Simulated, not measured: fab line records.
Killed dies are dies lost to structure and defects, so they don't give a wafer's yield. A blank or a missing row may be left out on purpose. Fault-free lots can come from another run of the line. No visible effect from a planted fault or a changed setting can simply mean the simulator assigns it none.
Which tool did it? | flow sfq-line | 13 lots with 36 wafers sampled at 6 steps, on a route of 325 steps

## WHAT EACH GAUGE READ, for each wafer
SFQ_I2_BOW_MEAS_917.
lot  | measured     | on            | I2_BOW (um)
L754 | day 20 13:49 | film-metro-01 | -6 3 -3
L755 | day 20 19:49 | film-metro-04 | 7 5 11
L756 | day 21 01:06 | film-metro-02 | 6 0 9
L757 | day 21 07:06 | film-metro-01 | -1 2 -10
L758 | day 21 11:45 | film-metro-01 | 4 6 8
L760 | day 22 05:21 | film-metro-04 | 4 15 11
L761 | day 22 17:20 | film-metro-01 | -3 -3 -7
L763 | day 23 23:11 | film-metro-04 | -3 9
L768 | day 25 19:44 | film-metro-04 | 13
L773 | day 27 15:29 | film-metro-04 | 0 10 5
L775 | day 28 00:29 | film-metro-01 | -2 -12 -14
L776 | day 28 11:02 | film-metro-02 | 9 -2 10
L777 | day 28 14:00 | film-metro-02 | 0 14 3

SFQ_M8_OVL_MEAS_948.
lot  | measured     | on         | M8_OVL (nm)
L754 | day 70 02:41 | overlay-02 | -6 -7 -7
L755 | day 70 11:05 | overlay-02 | -2 -3 -4
L756 | day 70 12:17 | overlay-02 | 5 0 2
L757 | day 70 17:05 | overlay-01 | 2 -2 -8
L758 | day 71 11:50 | overlay-02 | 1 6 -1
L760 | day 71 20:14 | overlay-02 | -10 -3 -14
L761 | day 71 23:50 | overlay-02 | 1 0 0
L763 | day 72 04:38 | overlay-02 | -7 -9
L768 | day 73 08:20 | overlay-02 | 0
L773 | day 77 04:34 | overlay-02 | -5 4 1
L775 | day 77 10:34 | overlay-01 | 6 13 3
L776 | day 77 11:47 | overlay-02 | 12 8 5
L777 | day 77 16:34 | overlay-02 | 4 1 5

## WHICH TOOL RAN EACH LOT (tool, then ch and the chambers of the sampled wafers, then the start)
lot  | SFQ_TRILAYER_C5_STRIP_STRIP_155   | SFQ_TRILAYER_I6_CMP_CMP_166   | SFQ_TRILAYER_I6_METRO_MEASURE_167 | SFQ_TRILAYER_I6_VIA_ETCH_VIA_ETCH_172
L754 | rie-metal-03 ch 0,1, day 57 07:13 | cmp-02 ch 0,1, day 58 22:04   | film-metro-03, day 59 01:23       | rie-diel-03 ch 0,3, day 63 09:12
L755 | rie-metal-03 ch 1, day 57 13:37   | cmp-02 ch 0,1,2, day 59 05:04 | film-metro-02, day 59 07:23       | rie-diel-04 ch 0,2,3, day 63 16:24
L756 | rie-metal-03 ch 0, day 57 19:35   | cmp-02 ch 0,2, day 59 07:04   | film-metro-02, day 59 10:11       | rie-diel-03 ch 0,1,2, day 63 18:55
L757 | rie-metal-02 ch 0,1, day 57 21:59 | cmp-01 ch 0,3, day 59 11:52   | film-metro-01, day 59 14:59       | rie-diel-04 ch 0,3, day 64 02:00
L758 | rie-metal-02 ch 0,1, day 59 00:48 | cmp-02 ch 1,2, day 60 16:38   | film-metro-02, day 60 19:45       | rie-diel-04 ch 0,2, day 65 04:24
L760 | rie-metal-03 ch 0,1, day 59 14:00 | cmp-02 ch 0,2,3, day 61 02:39 | film-metro-03, day 61 05:58       | rie-diel-04 ch 0,3, day 65 15:12
L761 | rie-metal-02 ch 0,1, day 59 17:36 | cmp-02 ch 0,1, day 61 05:39   | film-metro-02, day 61 08:46       | rie-diel-03 ch 0,1,3, day 65 17:36
L763 | rie-metal-04 ch 1, day 60 00:48   | cmp-02 ch 1, day 61 18:20     | film-metro-03, day 61 20:57       | rie-diel-02 ch 0, day 66 04:24
L768 | rie-metal-03 ch 0, day 61 21:45   | cmp-02 ch 2, day 63 03:57     | film-metro-01, day 63 06:34       | rie-diel-04 ch 3, day 67 17:09
L773 | rie-metal-03 ch 0, day 63 10:27   | cmp-01 ch 1,2, day 65 05:58   | film-metro-03, day 65 09:05       | rie-diel-02 ch 2,3, day 69 06:56
L775 | rie-metal-02 ch 0,1, day 63 20:03 | cmp-01 ch 1,2,3, day 65 16:16 | film-metro-01, day 65 19:23       | rie-diel-03 ch 0,2, day 69 16:32
L776 | rie-metal-04 ch 0,1, day 63 22:39 | cmp-02 ch 0,2,3, day 65 19:49 | film-metro-01, day 65 22:02       | rie-diel-02 ch 0,1,3, day 69 17:47
L777 | rie-metal-02 ch 0,1, day 64 03:15 | cmp-02 ch 0,3, day 65 22:46   | film-metro-03, day 66 01:35       | rie-diel-04 ch 0,1,3, day 69 22:32
- SFQ_TRILAYER_C5_STRIP_STRIP_155: strips in O2.
- SFQ_TRILAYER_I6_CMP_CMP_166: polishes SiO2.
- SFQ_TRILAYER_I6_METRO_MEASURE_167
- SFQ_TRILAYER_I6_VIA_ETCH_VIA_ETCH_172: etches SiO2 in CHF3, stops on Nb, target depth 260 nm.

## WHAT THE TOOLS THEMSELVES READ (means of the sampled wafers that have a number; where no wafer has one, the mark that the record gives instead)
SFQ_TRILAYER_C5_STRIP_STRIP_155.
lot  | tool         | drypump-motor-current-A (A) | oes-product-au (a.u.)
L754 | rie-metal-03 | 5.2                         | 1.011
L755 | rie-metal-03 | 5.3                         | 1.019
L756 | rie-metal-03 | 5.1                         | 1.013
L757 | rie-metal-02 | 5.8                         | 1.001
L758 | rie-metal-02 | 5.8                         | 1.003
L760 | rie-metal-03 | 5.2                         | 1.012
L761 | rie-metal-02 | 6.1                         | 0.999
L763 | rie-metal-04 | 5.8                         | 1.028
L768 | rie-metal-03 | 5.1                         | 1.005
L773 | rie-metal-03 | 5.1                         | 1.016
L775 | rie-metal-02 | 6.1                         | 1.007
L776 | rie-metal-04 | 5.9                         | 1.025
L777 | rie-metal-02 | 6.1                         | 1.009

SFQ_TRILAYER_I6_CMP_CMP_166.
lot  | tool   | motor-current-A (A) | time-to-endpoint-s (s)
L754 | cmp-02 | 9.2                 | 211
L755 | cmp-02 | 9.9                 | 220
L756 | cmp-02 | 10.1                | 212
L757 | cmp-01 | 9.3                 | 217
L758 | cmp-02 | 10.1                | 206
L760 | cmp-02 | 10.6                | 211
L761 | cmp-02 | 9.3                 | 211
L763 | cmp-02 | 9.2                 | 194
L768 | cmp-02 | 9.8                 | 212
L773 | cmp-01 | 9.9                 | 214
L775 | cmp-01 | 9.8                 | 208
L776 | cmp-02 | 10.4                | 231
L777 | cmp-02 | 10.1                | 222

SFQ_TRILAYER_I6_METRO_MEASURE_167.
lot  | tool          | thk-nm (nm)
L754 | film-metro-03 | 199.1
L755 | film-metro-02 | 200.8
L756 | film-metro-02 | 200.1
L757 | film-metro-01 | 200.6
L758 | film-metro-02 | 200.4
L760 | film-metro-03 | 200.5
L761 | film-metro-02 | 199.1
L763 | film-metro-03 | 222.9
L768 | film-metro-01 | 200.2
L773 | film-metro-03 | 200.3
L775 | film-metro-01 | 199.9
L776 | film-metro-01 | 201.5
L777 | film-metro-03 | 202.4

SFQ_TRILAYER_I6_VIA_ETCH_VIA_ETCH_172.
lot  | tool        | drypump-motor-current-A (A) | oes-product-au (a.u.) | rf-fwd-power-W (W)
L754 | rie-diel-03 | 5.48                        | 0.852                 | 498.6
L755 | rie-diel-04 | 5.79                        | 0.859                 | 497.0
L756 | rie-diel-03 | 6.01                        | 0.857                 | 499.5
L757 | rie-diel-04 | 5.79                        | 0.854                 | 496.6
L758 | rie-diel-04 | 5.80                        | 0.863                 | 496.4
L760 | rie-diel-04 | 5.79                        | 0.855                 | 498.5
L761 | rie-diel-03 | 5.76                        | 0.851                 | 497.2
L763 | rie-diel-02 | 6.02                        | 0.900                 | 496.9
L768 | rie-diel-04 | 5.80                        | 0.852                 | 496.1
L773 | rie-diel-02 | 6.01                        | 0.857                 | 498.6
L775 | rie-diel-03 | 5.94                        | 0.849                 | 499.6
L776 | rie-diel-02 | 5.96                        | 0.855                 | 497.2
L777 | rie-diel-04 | 5.78                        | 0.859                 | 498.3

## THE ANSWER, worked out from the rows above alone
Rule: the usual values come from the lots themselves. Put in order of their means at a reading, lots are off if they are a third of the lots or fewer, leave a main group of 4 or more, and stand apart from it by a gap of 3 or more times the standard deviation of the main group's means; of several such gaps the widest counts. The tables above print the reading to a certain number of digits; a main group whose means all agree to those digits is not used. Also off: a lot with no number at a reading for which 4 or more lots have one. All remaining lots with rows at the step are treated as sound. Order of review: gauges by route order, followed by the tools' own readings, for which a lot's mean as printed above is used. At the first step where some lot is off, the reading lying furthest off is the one used; lots without a number count as furthest.
Off: L763 (SFQ_TRILAYER_I6_METRO_MEASURE_167, thk-nm). The main group: mean 200.4 nm, standard deviation 0.88.
A tool fits if, at that step or a process step before it, it ran every lot that is off, and no sound lot after the first of them. Of those tried, none fits.

## WHAT THE SIMULATOR PUT IN
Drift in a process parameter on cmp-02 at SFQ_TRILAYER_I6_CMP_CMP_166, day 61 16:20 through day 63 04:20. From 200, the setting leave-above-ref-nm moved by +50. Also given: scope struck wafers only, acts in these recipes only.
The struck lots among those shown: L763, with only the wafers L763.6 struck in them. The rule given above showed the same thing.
